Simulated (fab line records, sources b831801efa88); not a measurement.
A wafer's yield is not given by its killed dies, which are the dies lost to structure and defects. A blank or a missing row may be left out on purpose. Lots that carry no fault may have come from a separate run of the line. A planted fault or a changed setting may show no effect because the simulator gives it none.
The tool behind it: which one? + flow sky130 + 13 lots, 39 wafers sampled, at 4 steps of a route of 708

## WHAT THE GAUGES READ, wafer by wafer
The record holds no reading of a measuring or inspecting step that can be judged against a usual standard deviation.

## WHAT TOOL EACH LOT RAN ON (gives the tool, then ch and the chambers of the sampled wafers, and finally the start)
| lot  | SKY_LOCAL_INTERCONNECT_ETCH_13   | SKY_LOCAL_INTERCONNECT_METAL_ETCH_14 | SKY_LOCAL_INTERCONNECT_STRIP_15     | SKY_PAD_OPEN_PROBE_99   |
|------|----------------------------------|--------------------------------------|-------------------------------------|-------------------------|
| L238 | rieMetal-04 ch 0, day 31 21:51   | rieMetal-04 ch 0, day 31 21:58       | plasmaAsher-02 ch 0,1, day 31 22:04 | -                       |
| L239 | rieMetal-02 ch 0,1, day 31 23:19 | rieMetal-02 ch 0,1, day 31 23:23     | plasmaAsher-02 ch 0,1, day 31 23:26 | -                       |
| L240 | rieMetal-02 ch 0,1, day 32 06:19 | rieMetal-02 ch 0,1, day 32 06:23     | plasmaAsher-02 ch 0,1, day 32 06:26 | -                       |
| L241 | rieMetal-02 ch 0,1, day 32 16:03 | rieMetal-02 ch 0,1, day 32 16:07     | plasmaAsher-04 ch 0, day 32 16:10   | -                       |
| L245 | rieMetal-04 ch 0,1, day 33 16:24 | rieMetal-04 ch 0,1, day 33 16:28     | plasmaAsher-04 ch 0,1, day 33 16:31 | -                       |
| L246 | rieMetal-02 ch 0,1, day 34 00:19 | rieMetal-02 ch 0,1, day 34 00:22     | plasmaAsher-02 ch 0,1, day 34 00:26 | -                       |
| L247 | rieMetal-01 ch 0,1, day 34 16:46 | rieMetal-01 ch 0,1, day 34 16:50     | plasmaAsher-04 ch 0,1, day 34 16:53 | -                       |
| L249 | rieMetal-04 ch 0,1, day 35 05:26 | rieMetal-04 ch 0,1, day 35 05:30     | plasmaAsher-04 ch 0,1, day 35 05:34 | -                       |
| L250 | rieMetal-02 ch 0,1, day 35 15:51 | rieMetal-02 ch 0,1, day 35 15:55     | plasmaAsher-01 ch 0,1, day 35 15:58 | -                       |
| L253 | rieMetal-04 ch 1, day 36 10:10   | rieMetal-04 ch 1, day 36 10:17       | plasmaAsher-01 ch 0,1, day 36 10:24 | prober-02, day 50 14:47 |
| L254 | rieMetal-04 ch 0, day 36 13:40   | rieMetal-04 ch 0, day 36 13:47       | plasmaAsher-02 ch 0,1, day 36 13:53 | prober-01, day 50 14:53 |
| L256 | rieMetal-04 ch 0, day 37 08:26   | rieMetal-04 ch 0, day 37 08:34       | plasmaAsher-04 ch 1, day 37 08:39   | prober-02, day 51 04:56 |
| L260 | rieMetal-02 ch 0,1, day 38 10:58 | rieMetal-02 ch 0,1, day 38 11:02     | plasmaAsher-02 ch 0,1, day 38 11:05 | -                       |
- SKY_LOCAL_INTERCONNECT_ETCH_13: etches BARC in N2/H2, stops on SiO2, time 45.9 s, target depth 60 nm.
- SKY_LOCAL_INTERCONNECT_METAL_ETCH_14: etches TiN in Cl2/BCl3, stops on PSG, target depth 110 nm, time 31.4 s.
- SKY_LOCAL_INTERCONNECT_STRIP_15: strips in O2/N2.
- SKY_PAD_OPEN_PROBE_99

## AS READ BY THE TOOLS THEMSELVES (means over the sampled wafers that have a number; for cases with no such wafer, the mark the record gives instead)
SKY_LOCAL_INTERCONNECT_ETCH_13. Usual: drypumpMotorCurrentA 5.86 A, standard deviation 0.17; oesProductAu 0.856 a.u., standard deviation 0.0046; throttleValvePct 13.225 %, standard deviation 0.0097.
| lot  | tool        | drypumpMotorCurrentA (A) | oesProductAu (a.u.) | throttleValvePct (%) | flag |
|------|-------------|--------------------------|---------------------|----------------------|------|
| L238 | rieMetal-04 | 5.74                     | 0.853               | 13.224               |      |
| L239 | rieMetal-02 | 5.94                     | 0.856               | 13.218               |      |
| L240 | rieMetal-02 | 5.94                     | 0.853               | 13.222               |      |
| L241 | rieMetal-02 | 5.96                     | 0.855               | 13.223               |      |
| L245 | rieMetal-04 | 5.63                     | 0.858               | 13.224               |      |
| L246 | rieMetal-02 | 6.02                     | 0.852               | 13.234               |      |
| L247 | rieMetal-01 | 5.95                     | 0.854               | 13.232               |      |
| L249 | rieMetal-04 | 5.63                     | 0.856               | 13.227               |      |
| L250 | rieMetal-02 | 5.97                     | 0.855               | 13.226               |      |
| L253 | rieMetal-04 | 5.59                     | 0.828               | 13.229               | OFF  |
| L254 | rieMetal-04 | 5.74                     | 0.795               | 13.221               | OFF  |
| L256 | rieMetal-04 | 5.77                     | 0.825               | 13.224               | OFF  |
| L260 | rieMetal-02 | 6.02                     | 0.854               | 13.228               |      |

SKY_LOCAL_INTERCONNECT_METAL_ETCH_14. Usual: drypumpMotorCurrentA 5.85 A, standard deviation 0.17; oesProductAu 0.943 a.u., standard deviation 0.0064; throttleValvePct 21.900 %, standard deviation 0.0092.
| lot  | tool        | drypumpMotorCurrentA (A) | oesProductAu (a.u.) | throttleValvePct (%) | flag |
|------|-------------|--------------------------|---------------------|----------------------|------|
| L238 | rieMetal-04 | 5.73                     | 0.943               | 21.900               |      |
| L239 | rieMetal-02 | 5.97                     | 0.938               | 21.899               |      |
| L240 | rieMetal-02 | 5.90                     | 0.949               | 21.892               |      |
| L241 | rieMetal-02 | 5.91                     | 0.941               | 21.896               |      |
| L245 | rieMetal-04 | 5.61                     | 0.946               | 21.896               |      |
| L246 | rieMetal-02 | 6.00                     | 0.933               | 21.908               |      |
| L247 | rieMetal-01 | 5.96                     | 0.945               | 21.894               |      |
| L249 | rieMetal-04 | 5.62                     | 0.939               | 21.898               |      |
| L250 | rieMetal-02 | 6.00                     | 0.943               | 21.895               |      |
| L253 | rieMetal-04 | 5.58                     | 0.773               | 22.011               | OFF  |
| L254 | rieMetal-04 | 5.72                     | 0.602               | 22.127               | OFF  |
| L256 | rieMetal-04 | 5.75                     | 0.778               | 22.016               | OFF  |
| L260 | rieMetal-02 | 6.00                     | 0.939               | 21.905               |      |

SKY_LOCAL_INTERCONNECT_STRIP_15. Usual: drypumpMotorCurrentA 5.8 A, standard deviation 0.4; oesProductAu 0.427 a.u., standard deviation 0.0044; stripTimeToEndpointS 4.719 s, standard deviation 0.017.
| lot  | tool           | drypumpMotorCurrentA (A) | oesProductAu (a.u.) | stripTimeToEndpointS (s) | flag |
|------|----------------|--------------------------|---------------------|--------------------------|------|
| L238 | plasmaAsher-02 | 6.0                      | 0.427               | 4.724                    |      |
| L239 | plasmaAsher-02 | 6.0                      | 0.429               | 4.733                    |      |
| L240 | plasmaAsher-02 | 6.1                      | 0.430               | 4.729                    |      |
| L241 | plasmaAsher-04 | 5.3                      | 0.425               | 4.721                    |      |
| L245 | plasmaAsher-04 | 5.5                      | 0.425               | 4.714                    |      |
| L246 | plasmaAsher-02 | 6.1                      | 0.425               | 4.710                    |      |
| L247 | plasmaAsher-04 | 5.5                      | 0.427               | 4.740                    |      |
| L249 | plasmaAsher-04 | 5.8                      | 0.427               | 4.718                    |      |
| L250 | plasmaAsher-01 | 5.7                      | 0.423               | 4.729                    |      |
| L253 | plasmaAsher-01 | 5.7                      | 0.429               | 4.774                    | OFF  |
| L254 | plasmaAsher-02 | 6.0                      | 0.434               | 4.837                    | OFF  |
| L256 | plasmaAsher-04 | 6.1                      | 0.430               | 4.753                    |      |
| L260 | plasmaAsher-02 | 6.1                      | 0.427               | 4.706                    |      |

SKY_PAD_OPEN_PROBE_99. Usual: killed_at_M0_to_M3 43, standard deviation 6.9; killed_at_M4_up 3.2, standard deviation 1.6; killedAtContacts 25, standard deviation 5.1; killedAtFrontEnd 16, standard deviation 4.5; killedAtOther 0.3, standard deviation 0.68; killedDies 87, standard deviation 8.9; killedOnRim 16, standard deviation 3.6; killedOpen 48, standard deviation 6.9; killedShort 39, standard deviation 6.3.
| lot  | tool      | killed_at_M0_to_M3 | killed_at_M4_up | killedAtContacts | killedAtFrontEnd | killedAtOther | killedDies | killedOnRim | killedOpen | killedShort | flag |
|------|-----------|--------------------|-----------------|------------------|------------------|---------------|------------|-------------|------------|-------------|------|
| L253 | prober-02 | 40                 | 3.0             | 154              | 14               | 0.0           | 211        | 44          | 40         | 38          | OFF  |
| L254 | prober-01 | 43                 | 2.3             | 269              | 16               | 0.0           | 331        | 67          | 45         | 38          | OFF  |
| L256 | prober-02 | 47                 | 2.7             | 154              | 13               | 0.3           | 217        | 40          | 56         | 35          | OFF  |

## THE ANSWER, worked out from the rows above alone
Rule: lot off if the mean of its wafers having a number is beyond 3 standard deviations from the usual mean. Also off: a lot with no number at a reading for which 4 or more lots have one. Where the step has rows for the other lots, those lots are counted as sound. After the gauges, taken in route order, come the tools' own readings; for these a lot's mean is taken, as printed above. At the first step where some lot is off, the reading lying furthest off is the one used; lots without a number count as furthest.
Off: L253, L254, L256, at SKY_LOCAL_INTERCONNECT_ETCH_13 (oesProductAu).
A tool fits if, at that step or a process step before it, it ran every lot that is off, and no sound lot after the first of them. One candidate fits, namely rieMetal-04 at SKY_LOCAL_INTERCONNECT_ETCH_13. A fault onset in the window from L249 (day 35 05:26, its last sound lot) to L253 (day 36 10:10, its first lot off) fits.
On the lots that are off, the tool's own readings at SKY_LOCAL_INTERCONNECT_ETCH_13 differ by more than 5 times the standard deviation of the sound lots' means, which bears it out; oesProductAu reads 0.816 a.u. there versus 0.855 a.u. on the sound lots.

## WHAT WAS PUT IN BY THE SIMULATOR
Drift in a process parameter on rieMetal-04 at SKY_LOCAL_INTERCONNECT_ETCH_13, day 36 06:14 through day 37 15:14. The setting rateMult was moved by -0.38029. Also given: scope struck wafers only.
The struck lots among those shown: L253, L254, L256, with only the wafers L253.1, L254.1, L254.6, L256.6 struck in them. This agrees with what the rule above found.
